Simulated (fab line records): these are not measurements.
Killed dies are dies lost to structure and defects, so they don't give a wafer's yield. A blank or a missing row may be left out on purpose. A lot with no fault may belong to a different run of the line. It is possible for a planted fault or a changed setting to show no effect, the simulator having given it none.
Which of the tools did it? | flow gf180mcu | 6 lots with 18 wafers sampled at 2 steps, on a route of 602 steps

WHAT THE GAUGES SHOWED, per wafer
GF_MVSD_TW_MEAS_11.
lot  | measured    | on            | MVSD_TW
L439 | day 4 20:18 | film metro-03 | 1554 1557 1565
L441 | day 5 05:01 | film metro-01 | 1577 1571 1570
L443 | day 5 17:29 | film metro-03 | 1572 1574 1574
L448 | day 6 20:50 | film metro-04 | 1266 1269 1274
L456 | day 8 18:32 | film metro-01 | 1574 1574 1572
L458 | day 9 07:02 | film metro-01 | 1588 1580 1582

EACH LOT AND THE TOOL THAT RAN IT (in order: tool; ch and the chambers of the sampled wafers; start)
lot  | GF_MVSD_IMPLANT_08
L439 | implanter-01 ch 0, day 4 19:56
L441 | implanter-02 ch 0, day 5 04:37
L443 | implanter-04 ch 0, day 5 17:05
L448 | implanter-01 ch 0, day 6 20:26
L456 | implanter-02 ch 0, day 8 18:08
L458 | implanter-02 ch 0, day 9 06:40
- GF_MVSD_IMPLANT_08

THE ANSWER, worked out from the rows above alone
Rule: the usual values come from the lots themselves. The widest of any qualifying gaps counts: lots, ordered by their means at a reading, are off when they make up no more than a third of the lots, leave a main group of 4 or more, and stand apart from it by 3 or more times the standard deviation of that group's means. A main group is skipped when, at the precision printed for the reading in the tables above, its means are all equal. A lot without any number at a reading at which 4 lots or more have one is off too. Where the step has rows for the other lots, those lots are counted as sound.
Off: at GF_MVSD_TW_MEAS_11 (MVSD_TW), L448. Mean 1572 and standard deviation 7.9 in the main group.
A tool fits if, at a process step before that reading, it ran every lot that is off, and no sound lot after the first of them. The gauges at GF_MVSD_TW_MEAS_11 are tried like those tools. Undecided on this evidence; 2 tools fit (implanter-01 at GF_MVSD_IMPLANT_08, film metro-04 at GF_MVSD_TW_MEAS_11).

WHAT THE SIMULATOR PUT IN
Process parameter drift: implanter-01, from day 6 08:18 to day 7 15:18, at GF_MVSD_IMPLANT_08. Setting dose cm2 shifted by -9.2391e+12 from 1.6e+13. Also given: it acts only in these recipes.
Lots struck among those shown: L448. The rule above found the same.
